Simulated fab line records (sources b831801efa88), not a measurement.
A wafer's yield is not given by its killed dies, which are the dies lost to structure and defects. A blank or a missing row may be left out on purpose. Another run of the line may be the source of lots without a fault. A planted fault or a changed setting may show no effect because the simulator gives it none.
fab line records	flow sky130
record lots=5	wafers=15	lastDay=50
route steps=708 shown POLY_GATE@217 PAD_OPEN@708
lots untouched by any fault: they come from a run of this same line in which no faults occurred
startH: hours from the record's first day to the start of the lot's first wafer shown	waitH: hours elapsed since this lot's preceding step	" identical to the entry in the row above	L1.1+2: a row that stands for several wafers	- no value, or no start given	* or withheld: withheld	< > ~ a bound
route shown NAME@n: NAME is a module with steps in the file, n the number in the route of the first one	usual: mean/standard deviation of fault-free wafers	same: alike in all rows	chamber/n: place in a boat	sites: the reading at each site	_std_site: the standard deviation of these	_edge_site: inner sites' mean taken away from outer sites' mean	radiusMm: how far each site lies from the wafer's centre	mask NAME#n: copy n	behind: the most recent tool/chamber to have shaped the wafer	hold: why the lot went on hold/how many hours it stayed there/how the hold came to an end	device: which transistor (n, p or np) failed to switch	end of line: at the end of the route, the tests of the same wafers	for a step that has no rows: nothing shown but its recipe	killed: dies lost to structure and defects at the first sort, not the wafer's yield	map: a wafer's dies, x killed, . not, _ none there
set.NAME: the run value of the setting; set.NAME@STEP: its run value at that earlier step	model.NAME: the simulator's own value behind a step, which no gauge read
lots seen at some steps along the route; tables by step, rows by wafer
services: the hour from which a tool's chamber was out of use, counted from the record's first day as startH (under 0 if before that day), plus the number of hours and why
## steps
# step SKY_POLY_GATE_CVD_03
# recipe material=Si3N4	precursor=DCS/NH3	targetThkNm=75	tempC=770	timeS=1290	pressureMtorr=250
# step SKY_POLY_GATE_THK_MEAS_04
# recipe reads=Si3N4_of_POLY_GATE_CVD_03
# usual POLY_GATE_CVD_03_THK=75.3/0.63
lot.wafer	tool	chamber	startH	waitH	POLY_GATE_CVD_03_THK[nm]
L204.1	filmMetro-01	-	352.11	0.1	75.7
L204.2	"	-	"	"	76.5
L204.6	"	-	"	"	76.0
L212.3	filmMetro-01	-	444.72	0.0	75.3
L212.4	"	-	"	"	75.5
L212.5	"	-	"	"	75.8
L218.1	filmMetro-02	-	486.14	0.0	75.8
L218.3	"	-	"	"	75.8
L218.5	"	-	"	"	75.9
L223.1	filmMetro-01	-	526.25	0.0	76.0
L223.4	"	-	"	"	75.4
L223.5	"	-	"	"	74.9
L224.1	filmMetro-04	-	532.39	0.0	75.7
L224.2	"	-	"	"	76.1
L224.6	"	-	"	"	75.7
# step SKY_POLY_GATE_DEHYDRATE_05
# recipe tempC=200	timeS=60
# step SKY_POLY_GATE_HMDS_06
# recipe primeTimeS=60	primeTempC=120
# step SKY_POLY_GATE_COAT_07
# recipe resist=BARC	tempC=withheld	timeS=withheld	spinRpm=3000	resistThkNm=110
# step SKY_POLY_GATE_COAT_08
# recipe resist=KrF-thick	spinRpm=3000	resistThkNm=450
# step SKY_POLY_GATE_SOFTBAKE_09
# recipe tempC=100	timeS=90	resist=KrF-thick
# step SKY_POLY_GATE_EXPOSE_10
# recipe maskId=P1M	na=0.68	sourceShape=conventional	sigmaOuter=0.6	targetCdNm=150	doseMj=28
# step SKY_POLY_GATE_PEB_11
# recipe pebTempC=withheld	pebTimeS=withheld	resist=KrF-thick
# step SKY_POLY_GATE_DEVELOP_12
# recipe developTimeS=60	resist=KrF-thick	devTempC=21
# step SKY_POLY_GATE_CD_MEAS_13
# recipe targetCdNm=150
# usual cdNm=149.9/1.6
lot.wafer	tool	chamber	startH	waitH	cdNm
L204.1	cdSem-01	-	380.80	-	150.6
L204.2	"	-	"	"	150.7
L204.6	"	-	"	"	151.0
L212.3	cdSem-02	-	475.56	-	150.8
L212.4	"	-	"	"	150.5
L212.5	"	-	"	"	150.3
L218.1	cdSem-02	-	517.05	-	153.1
L218.3	"	-	"	"	152.9
L218.5	"	-	"	"	151.7
L223.1	cdSem-02	-	556.04	-	149.2
L223.4	"	-	"	"	150.0
L223.5	"	-	"	"	148.8
L224.1	cdSem-01	-	562.50	-	146.4
L224.2	"	-	"	"	145.7
L224.6	"	-	"	"	146.8
# step SKY_POLY_GATE_OVL_MEAS_14
# usual POLY_GATE_OVL=-1/5.7
lot.wafer	tool	chamber	startH	waitH	POLY_GATE_OVL[nm]
L204.1	overlay-01	-	380.92	0.1	-3
L204.2	"	-	"	"	5
L204.6	"	-	"	"	-1
L212.3	overlay-02	-	475.65	0.1	-3
L212.4	"	-	"	"	-1
L212.5	"	-	"	"	-1
L218.1	overlay-01	-	517.17	0.1	2
L218.3	"	-	"	"	-1
L218.5	"	-	"	"	-3
L223.1	overlay-01	-	556.16	0.1	-11
L223.4	"	-	"	"	-9
L223.5	"	-	"	"	-5
L224.1	overlay-01	-	562.62	0.1	-4
L224.2	"	-	"	"	-7
L224.6	"	-	"	"	-7
# step SKY_POLY_GATE_ETCH_15
# recipe chemistry=N2/H2	target=BARC	ionEnergyEv=200	sourceW=500	biasW=100	pressureMtorr=30	n2FlowSccm=100	h2FlowSccm=200	stopOn=SiO2	timeS=118.5	targetDepthA=1100
# usual biasW=100.0/0.31	drypumpMotorCurrentA=5.7/0.53	oesProductAu=0.716/0.0047	throttleValvePct=13.213/0.0085
lot.wafer	tool	chamber	startH	waitH	biasW	drypumpMotorCurrentA	oesProductAu	rfHoursCounterH	throttleValvePct	model.KrF-thick_of_POLY_GATE_COAT_08.thkNm	model.POLY_GATE.cdNm
L204.1	rieDiel-01	2	380.96	0.0	99.5	6.5	0.714	4	13.213	340.4	147.7
L204.2	"	1	"	"	100.1	5.4	0.716	7	13.202	342.2	151.5
L204.6	"	0	"	"	99.0	6.5	0.713	-	13.218	343.6	149.7
L212.3	rieDiel-03	0	475.67	0.0	100.0	5.6	0.711	21	13.205	357.9	152.1
L212.4	"	3	"	"	99.6	6.3	0.713	12	13.223	357.3	151.2
L212.5	"	1	"	"	99.7	5.9	0.713	-	13.219	338.5	148.2
L218.1	rieDiel-02	1	517.21	0.0	99.5	5.7	0.724	11	13.214	342	154.4
L218.3	"	2	"	"	100.2	5.2	0.707	81	13.215	344.5	154
L218.5	"	1	"	"	99.4	5.7	0.712	-	13.208	340	151.5
L223.1	rieDiel-03	3	556.20	0.0	100.2	6.2	0.720	14	13.223	343.4	146.8
L223.4	"	1	"	"	100.3	5.9	0.718	7	13.208	342.1	149.1
L223.5	"	3	"	"	100.4	6.3	0.723	-	13.185	343.6	147.5
L224.1	rieDiel-01	0	562.66	0.0	100.6	6.5	0.715	11	13.235	347.8	144.5
L224.2	"	1	"	"	100.1	5.4	0.710	10	13.209	347.1	144.8
L224.6	"	2	"	"	100.3	6.5	0.717	-	13.206	341.5	146.7
# step SKY_POLY_GATE_ETCH_16
# recipe stopOn=poly-Si	chemistry=CH3F/O2	target=Si3N4	sourceW=400	biasW=80	pressureMtorr=25	ch3fFlowSccm=40	O2_flow_sccm=30	timeS=147.5	targetDepthA=750
# usual biasW=79.97/0.22	drypumpMotorCurrentA=5.7/0.53	oesProductAu=0.641/0.0047	throttleValvePct=10.536/0.0086
lot.wafer	tool	chamber	startH	waitH	biasW	drypumpMotorCurrentA	oesProductAu	rfHoursCounterH	throttleValvePct
L204.1	rieDiel-01	2	381.04	0.0	80.03	6.5	0.640	4	10.526
L204.2	"	1	"	"	79.82	5.4	0.646	7	10.529
L204.6	"	0	"	"	79.98	6.5	0.640	-	10.530
L212.3	rieDiel-03	0	475.76	0.0	79.98	5.6	0.640	21	10.527
L212.4	"	3	"	"	80.08	6.2	0.641	12	10.535
L212.5	"	1	"	"	80.03	5.9	0.647	-	10.530
L218.1	rieDiel-02	1	517.29	0.0	80.14	5.7	0.652	11	10.543
L218.3	"	2	"	"	79.95	5.2	0.647	81	10.536
L218.5	"	1	"	"	79.80	5.7	0.643	-	10.535
L223.1	rieDiel-03	3	556.28	0.0	80.09	6.2	0.637	14	10.550
L223.4	"	1	"	"	79.96	5.9	0.642	7	10.514
L223.5	"	3	"	"	80.33	6.2	0.643	-	10.535
L224.1	rieDiel-01	0	562.74	0.0	79.58	6.6	0.642	11	10.534
L224.2	"	1	"	"	79.74	5.4	0.653	10	10.541
L224.6	"	2	"	"	79.71	6.5	0.636	-	10.537
# step SKY_POLY_GATE_ETCH_17
# recipe targetDepthNm=180	stopOn=SiO2	overEtchFrac=0.56667	chemistry=HBr/Cl2	target=poly-Si	icpW=400	biasW=100	pressureMtorr=10	HBr_flow_sccm=150	Cl2_flow_sccm=50	timeS=70.5
# usual biasW=100.01/0.26	drypumpMotorCurrentA=5.5/0.31	oesProductAu=0.987/0.0086	throttleValvePct=33.685/0.0091
lot.wafer	tool	chamber	startH	waitH	biasW	drypumpMotorCurrentA	oesProductAu	rfHoursCounterH	throttleValvePct	model.KrF-thick_of_POLY_GATE_COAT_08.thkNm	model.POLY_GATE.cdNm
L204.1	rieSi-01	2	381.14	0.0	99.89	5.4	0.991	2	33.682	132.3	147.6
L204.2	"	0	"	"	99.27	5.5	0.990	59	33.676	135.2	154.3
L204.6	"	2	"	"	99.96	5.4	0.987	-	33.682	139.1	149.2
L212.3	rieSi-02	1	475.86	0.0	99.88	5.1	1.002	56	33.677	149.8	153.2
L212.4	"	0	"	"	100.44	5.5	0.995	12	33.698	144.5	153.4
L212.5	"	2	"	"	100.53	6.0	0.993	-	33.688	127.4	148.8
L218.1	rieSi-02	0	517.39	0.0	100.35	5.5	0.998	12	33.683	131.1	155.7
L218.3	"	3	"	"	100.18	5.1	0.974	6	33.682	141.1	153.5
L218.5	"	2	"	"	100.09	6.0	0.993	-	33.687	131.9	151.2
L223.1	rieSi-01	2	556.38	0.0	100.03	5.4	0.976	3	33.676	139.3	146.4
L223.4	"	0	"	"	100.41	5.5	0.982	0	33.692	132.1	150.3
L223.5	"	2	"	"	99.78	5.4	0.982	-	33.698	137.6	147.3
L224.1	rieSi-02	0	562.84	0.0	99.56	5.4	0.991	12	33.684	142.4	145.9
L224.2	"	2	"	"	99.74	6.0	0.987	6	33.689	146.9	144.4
L224.6	"	2	"	"	99.76	6.0	0.984	-	33.675	134.4	146.1
# step SKY_POLY_GATE_STRIP_18
# recipe chemistry=O2/N2	powerW=1400	pressureMtorr=1500	platenTempC=withheld	o2FlowSccm=3000	n2FlowSccm=300	overashFraction=0.5
# usual drypumpMotorCurrentA=5.70/0.23	oesProductAu=0.359/0.0054	stripTimeToEndpointS=3.13/0.055
lot.wafer	tool	chamber	startH	waitH	drypumpMotorCurrentA	oesProductAu	rfHoursCounterH	stripTimeToEndpointS
L204.1	plasmaAsher-03	0	381.20	0.0	6.03	0.358	70	3.09
L204.2	"	1	"	"	5.64	0.362	70	3.11
L204.6	"	0	"	"	6.04	0.348	-	3.17
L212.3	plasmaAsher-02	1	475.95	0.1	5.50	0.364	-	3.27
L212.4	"	0	"	"	5.36	0.366	-	3.21
L212.5	"	0	"	"	5.34	0.349	-	3.04
L218.1	plasmaAsher-01	1	517.45	0.0	5.87	0.364	71	3.06
L218.3	"	0	"	"	5.73	0.364	-	3.18
L218.5	"	1	"	"	5.93	0.349	-	3.09
L223.1	plasmaAsher-03	1	556.44	0.0	5.60	0.358	12	3.16
L223.4	"	0	"	"	6.05	0.344	-	3.08
L223.5	"	1	"	"	5.63	0.355	-	3.14
L224.1	plasmaAsher-03	0	562.90	0.0	6.04	0.359	13	3.20
L224.2	"	1	"	"	5.59	0.361	13	3.25
L224.6	"	0	"	"	6.04	0.358	-	3.12
# step SKY_PAD_OPEN_PROBE_99
# usual killed_at_M0_to_M3=44/7.7	killed_at_M4_up=3.0/1.9	killedAtContacts=25/5.6	killedAtFrontEnd=15/4.6	killedAtOther=0.3/0.47	killedDies=86/9.9	killedOpen=47/7.4	killedShort=39/5.9
# same grossDies=492	killedAtBackSide=0
lot.wafer	tool	chamber	startH	waitH	killed_at_M0_to_M3	killed_at_M4_up	killedAtContacts	killedAtFrontEnd	killedAtOther	killedDies	killedOpen	killedShort	model.etest.resPoly.lineOhmUm	model.etest.resXhighPo.widthNm	model.etest.resPoly.widthNm
L204.1	prober-01	-	1090.66	0.1	45	2	22	15	0	84	45	39	512.9	346.4	93.42
L204.2	prober-01	-	1090.71	0.1	49	4	26	17	0	96	57	39	478.8	357.3	99.38
L204.6	prober-01	-	1090.91	0.2	35	4	20	17	0	76	38	38	499.1	351.2	94.97
L212.3	prober-01	-	1151.96	0.2	30	2	17	12	0	61	41	20	500.3	356	98.89
L212.4	prober-01	-	1152.01	0.2	33	3	28	13	0	77	48	29	497.2	354.8	98.81
L212.5	prober-01	-	1152.06	0.2	35	5	22	13	0	75	51	24	532	351.2	94.46
L218.1	prober-02	-	1176.43	0.1	41	1	20	13	0	75	37	38	480.6	357.8	101.6
L218.3	prober-02	-	1176.53	0.2	44	2	19	17	0	82	42	40	502.4	353.6	99.12
L218.5	prober-02	-	1176.63	0.2	33	0	32	14	0	79	41	38	486	353.9	96.73
L223.1	prober-01	-	1195.12	0.1	45	1	26	14	0	86	48	38	506.3	348.2	92.14
L223.4	prober-01	-	1195.27	0.2	46	3	21	27	1	98	51	47	493.9	352.7	96.16
L223.5	prober-01	-	1195.32	0.2	42	1	21	19	0	83	45	38	516.3	349.8	93.21
L224.1	prober-02	-	1199.07	0.1	49	1	21	19	1	91	55	36	516.1	345.3	92.02
L224.2	prober-02	-	1199.12	0.1	40	4	15	10	0	69	31	38	525.5	346.1	90.14
L224.6	prober-02	-	1199.32	0.2	26	5	14	14	0	59	33	26	515.9	347	91.54
# killed by level:class
L204.1 VIA1:geometricParticle:open=14 LI_CONTACT:geometricParticle:open=7 VIA2:geometricParticle:open=6 CONTACT:geometricParticle:short=6 VIA1:geometricParticle:short=6 METAL2:geometricParticle:short=6 POLY_GATE:geometricParticle:short=5 VIA3:geometricParticle:open=5
L204.2 CONTACT:geometricParticle:open=12 VIA3:geometricParticle:open=10 VIA1:geometricParticle:open=9 VIA2:geometricParticle:open=9 METAL2:geometricParticle:short=6 POLY_GATE:geometricParticle:open=5 POLY_GATE:geometricParticle:short=4 CONTACT:geometricParticle:short=4
L204.6 VIA1:geometricParticle:open=13 LOCAL_INTERCONNECT:geometricParticle:short=7 POLY_GATE:geometricParticle:short=6 VIA2:geometricParticle:short=6 CONTACT:geometricParticle:open=5 VIA2:geometricParticle:open=5 FIELD_ISO:geometricParticle:open=3 FIELD_ISO:geometricParticle:short=3
L212.3 CONTACT:geometricParticle:open=8 LI_CONTACT:geometricParticle:open=8 VIA2:geometricParticle:open=7 VIA3:geometricParticle:open=6 METAL1:geometricParticle:short=6 FIELD_ISO:geometricParticle:open=3 FIELD_ISO:geometricParticle:short=3 POLY_GATE:geometricParticle:open=3
L212.4 CONTACT:geometricParticle:open=18 VIA1:geometricParticle:open=7 VIA3:geometricParticle:open=6 METAL2:geometricParticle:short=6 LI_CONTACT:geometricParticle:open=5 FIELD_ISO:geometricParticle:short=4 FIELD_ISO:geometricParticle:open=3 POLY_GATE:geometricParticle:open=3
L212.5 LI_CONTACT:geometricParticle:open=9 VIA1:geometricParticle:open=8 CONTACT:geometricParticle:open=8 VIA3:geometricParticle:open=7 VIA2:geometricParticle:open=7 FIELD_ISO:geometricParticle:open=5 METAL4:geometricParticle:short=5 METAL1:geometricParticle:short=4
L218.1 VIA1:geometricParticle:open=9 METAL1:geometricParticle:short=8 CONTACT:geometricParticle:open=7 FIELD_ISO:geometricParticle:short=6 POLY_GATE:geometricParticle:short=5 METAL1:geometricParticle:open=5 LI_CONTACT:geometricParticle:open=4 CONTACT:geometricParticle:short=4
L218.3 VIA2:geometricParticle:open=9 FIELD_ISO:geometricParticle:open=8 VIA1:geometricParticle:short=6 VIA1:geometricParticle:open=6 FIELD_ISO:geometricParticle:short=5 LI_CONTACT:geometricParticle:open=5 LOCAL_INTERCONNECT:geometricParticle:short=5 VIA3:geometricParticle:open=5
L218.5 CONTACT:geometricParticle:open=12 VIA2:geometricParticle:open=9 LI_CONTACT:geometricParticle:open=8 VIA1:geometricParticle:open=6 FIELD_ISO:geometricParticle:short=5 LOCAL_INTERCONNECT:geometricParticle:short=5 VIA3:geometricParticle:open=4 CONTACT:geometricParticle:short=4
L223.1 VIA1:geometricParticle:open=14 VIA3:geometricParticle:open=9 LI_CONTACT:geometricParticle:open=7 CONTACT:geometricParticle:open=7 CONTACT:geometricParticle:short=6 VIA1:geometricParticle:short=5 LOCAL_INTERCONNECT:geometricParticle:short=4 METAL1:geometricParticle:short=4
L223.4 VIA3:geometricParticle:open=9 FIELD_ISO:geometricParticle:open=8 CONTACT:geometricParticle:open=8 VIA1:geometricParticle:open=8 POLY_GATE:geometricParticle:short=6 METAL1:geometricParticle:short=6 FIELD_ISO:geometricParticle:short=5 LOCAL_INTERCONNECT:geometricParticle:short=5
L223.5 CONTACT:geometricParticle:open=8 METAL1:geometricParticle:short=7 VIA1:geometricParticle:open=6 VIA2:geometricParticle:open=6 LI_CONTACT:geometricParticle:open=5 METAL3:geometricParticle:short=5 FIELD_ISO:geometricParticle:open=4 POLY_GATE:geometricParticle:open=4
L224.1 VIA1:geometricParticle:open=12 METAL2:geometricParticle:short=8 CONTACT:geometricParticle:open=7 METAL3:geometricParticle:short=5 VIA1:geometricParticle:short=5 VIA2:geometricParticle:open=5 VIA3:geometricParticle:open=5 FIELD_ISO:geometricParticle:open=4
L224.2 VIA2:geometricParticle:open=7 POLY_GATE:geometricParticle:short=6 METAL1:geometricParticle:short=5 CONTACT:geometricParticle:open=5 VIA1:geometricParticle:open=5 METAL3:geometricParticle:short=5 VIA1:geometricParticle:short=4 METAL2:geometricParticle:short=4
L224.6 VIA1:geometricParticle:open=8 LI_CONTACT:geometricParticle:open=6 VIA1:geometricParticle:short=6 CONTACT:geometricParticle:short=4 POLY_GATE:geometricParticle:short=3 SPACER:geometricParticle:open=3 VIA3:geometricParticle:open=3 METAL4:geometricParticle:open=3
## services
tool	chamber	startH	hours	kind
rieDiel-01	2	358.77	8.0	repair
rieDiel-01	0	361.66	11.4	repair
rieDiel-03	0	368.31	13.7	repair
rieSi-01	-	370.31	0.2	repair
rieDiel-02	1	381.18	16.0	repair
rieDiel-02	-	385.56	0.8	repair
rieDiel-02	3	412.48	16.7	repair
plasmaAsher-03	-	421.25	9.0	pm
plasmaAsher-03	0	421.25	9.0	ventCycle
plasmaAsher-03	1	421.25	9.0	ventCycle
rieDiel-03	-	423.27	2.8	pm
plasmaAsher-03	0	430.25	-	clean
plasmaAsher-03	1	430.25	-	clean
rieSi-02	1	437.70	8.4	repair
rieDiel-02	-	438.41	14.6	pm
plasmaAsher-01	-	477.47	1.2	repair
rieSi-01	0	484.84	11.9	repair
rieDiel-01	1	490.64	7.8	repair
rieSi-02	1	493.93	-	clean
rieSi-02	1	493.93	18.3	scheduledDown
rieDiel-01	1	505.39	4.0	repair
rieDiel-01	0	507.82	5.5	repair
plasmaAsher-03	-	516.59	2.8	pm
rieDiel-02	2	518.60	9.4	repair
## key
firstSign none at tools or gauges
modelEffect step=SKY_POLY_GATE_ETCH_15	value=KrF-thick_of_POLY_GATE_COAT_08.thkNm	without=338.7	struck=357.6
modelEffect step=SKY_POLY_GATE_ETCH_17	value=KrF-thick_of_POLY_GATE_COAT_08.thkNm	without=128.2	struck=147.1
modelEffect step=SKY_PAD_OPEN_PROBE_99	value=etest.resPoly.lineOhmUm	without=522.2	struck=498.8
metAt SKY_POLY_GATE_ETCH_15
struckWafers L212.3,L212.4
testerLeftOut L212
fault kind=processParameterDrift	tool=rieDiel-03	chamber=-	onsetH=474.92	steps=SKY_POLY_GATE_ETCH_15	channel=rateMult	offset=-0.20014	shape=step	endH=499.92	scope=struckWafersOnly
# testerLeftOut: of these lots the tester's yield and bins aren't shown, on N5 and GAA mostly nor the transistor test; their killed dies are dies lost to structure and defects alone, not to doping, threshold or leakage, so they don't give the yield
